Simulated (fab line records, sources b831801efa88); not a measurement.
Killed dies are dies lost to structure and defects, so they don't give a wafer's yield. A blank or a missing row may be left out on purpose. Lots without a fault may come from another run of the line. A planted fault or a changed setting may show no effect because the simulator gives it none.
Which tool did it? | flow gf180mcu | 24 lots, 72 wafers sampled, at 2 steps of a route of 602

WHAT THE GAUGES READ, wafer by wafer
GF_V1_OVL_MEAS_15. Usual: V1_OVL -4 nm, standard deviation 5.
lot  | measured     | on         | V1_OVL (nm) | flag
L074 | day 18 03:59 | overlay-01 | -15 -10 -7  |
L075 | day 18 10:14 | overlay-01 | -10 -1 -7   |
L076 | day 19 03:27 | overlay-01 | -10 -5 -15  |
L077 | day 19 11:44 | overlay-01 | -2 -5 -10   |
L079 | day 19 23:27 | overlay-01 | -9 -3 0     |
L078 | day 20 03:47 | overlay-01 | -4 1 -6     |
L080 | day 20 11:20 | overlay-02 | -4 -5 -3    |
L081 | day 20 20:56 | overlay-02 | -4 3 7      |
L082 | day 21 09:10 | overlay-01 | -3 2 -1     |
L083 | day 21 16:31 | overlay-01 | 2 -12 1     |
L084 | day 22 00:22 | overlay-01 | -8 -6 -2    |
L085 | day 22 09:08 | overlay-01 | -2 -1 -4    |
L086 | day 22 15:11 | overlay-01 | -4 -7 -8    |
L087 | day 22 22:38 | overlay-01 | 1 -5 -2     |
L088 | day 23 06:22 | overlay-01 | 1 -7 -2     |
L089 | day 23 13:34 | overlay-01 | 1 5 6       |
L090 | day 24 00:11 | overlay-01 | 2 0 4       |
L091 | day 24 09:38 | overlay-01 | 0 -15 -7    |
L092 | day 24 14:29 | overlay-01 | 0 -2 -1     |
L093 | day 24 19:32 | overlay-02 | -3 -6 -9    |
L094 | day 25 04:34 | overlay-01 | 6 -1 1      |
L095 | day 25 14:07 | overlay-01 | -3 -6 -7    |
L096 | day 25 19:23 | overlay-01 | 0 -7 0      |
L097 | day 26 07:32 | overlay-01 | -4 5 -5     |

WHICH TOOL RAN EACH LOT (tool, then ch and the chambers of the sampled wafers, then the start)
lot  | GF_M1_SPUTTER_00
L074 | pvd_sputter-03, day 16 05:46
L075 | pvd_sputter-03, day 16 10:40
L076 | pvd_sputter-04, day 17 02:56
L077 | pvd_sputter-04, day 17 10:10
L079 | pvd_sputter-03, day 17 21:59
L078 | pvd_sputter-03, day 18 01:56
L080 | pvd_sputter-04, day 18 08:46
L081 | pvd_sputter-03, day 18 18:00
L082 | pvd_sputter-03, day 19 06:43
L083 | pvd_sputter-03, day 19 14:14
L084 | pvd_sputter-04, day 19 21:44
L085 | pvd_sputter-03, day 20 06:34
L086 | pvd_sputter-04, day 20 13:10
L087 | pvd_sputter-01, day 20 21:19
L088 | pvd_sputter-04, day 21 06:08
L089 | pvd_sputter-01, day 21 12:19
L090 | pvd_sputter-03, day 21 22:56
L091 | pvd_sputter-03, day 22 10:14
L092 | pvd_sputter-04, day 22 14:31
L093 | pvd_sputter-01, day 22 19:51
L094 | pvd_sputter-03, day 23 07:10
L095 | pvd_sputter-03, day 23 15:44
L096 | pvd_sputter-03, day 23 21:51
L097 | pvd_sputter-01, day 24 10:28
- GF_M1_SPUTTER_00: material Ti, target thk 37.5 nm, time 150 s.

WHAT THE TOOLS THEMSELVES READ (means of the sampled wafers that have a number; where no wafer has one, the mark that the record gives instead)
GF_M1_SPUTTER_00. Usual: throttle_valve_pct 30.4 %, standard deviation 1.1.
lot  | tool           | throttle_valve_pct (%) | flag
L074 | pvd_sputter-03 | 30.6                   |
L075 | pvd_sputter-03 | 30.6                   |
L076 | pvd_sputter-04 | 30.5                   |
L077 | pvd_sputter-04 | 29.1                   |
L079 | pvd_sputter-03 | 30.8                   |
L078 | pvd_sputter-03 | 30.9                   |
L080 | pvd_sputter-04 | 29.2                   |
L081 | pvd_sputter-03 | 30.3                   |
L082 | pvd_sputter-03 | 30.9                   |
L083 | pvd_sputter-03 | 30.4                   |
L084 | pvd_sputter-04 | 30.6                   |
L085 | pvd_sputter-03 | 30.4                   |
L086 | pvd_sputter-04 | 29.3                   |
L087 | pvd_sputter-01 | 29.9                   |
L088 | pvd_sputter-04 | 30.1                   |
L089 | pvd_sputter-01 | 30.1                   |
L090 | pvd_sputter-03 | 30.4                   |
L091 | pvd_sputter-03 | 30.6                   |
L092 | pvd_sputter-04 | 30.0                   |
L093 | pvd_sputter-01 | 30.9                   |
L094 | pvd_sputter-03 | 30.5                   |
L095 | pvd_sputter-03 | 30.5                   |
L096 | pvd_sputter-03 | 31.0                   |
L097 | pvd_sputter-01 | 30.9                   |

THE ANSWER, worked out from the rows above alone
Rule: a lot is off if the mean of its wafers that have a number lies more than 3 standard deviations from the usual mean. A lot without any number at a reading at which 4 lots or more have one is off too. The other lots that the step has rows for count as sound. The gauges are gone through in route order, then the tools' own readings, and for those a lot's mean is taken as printed above. The first step at which some lot is off is used, and at that step the reading that is off furthest; a lot without a number counts as furthest.
No lot is off at any reading shown: from this, nothing can be told.

WHAT THE SIMULATOR HAD PUT IN
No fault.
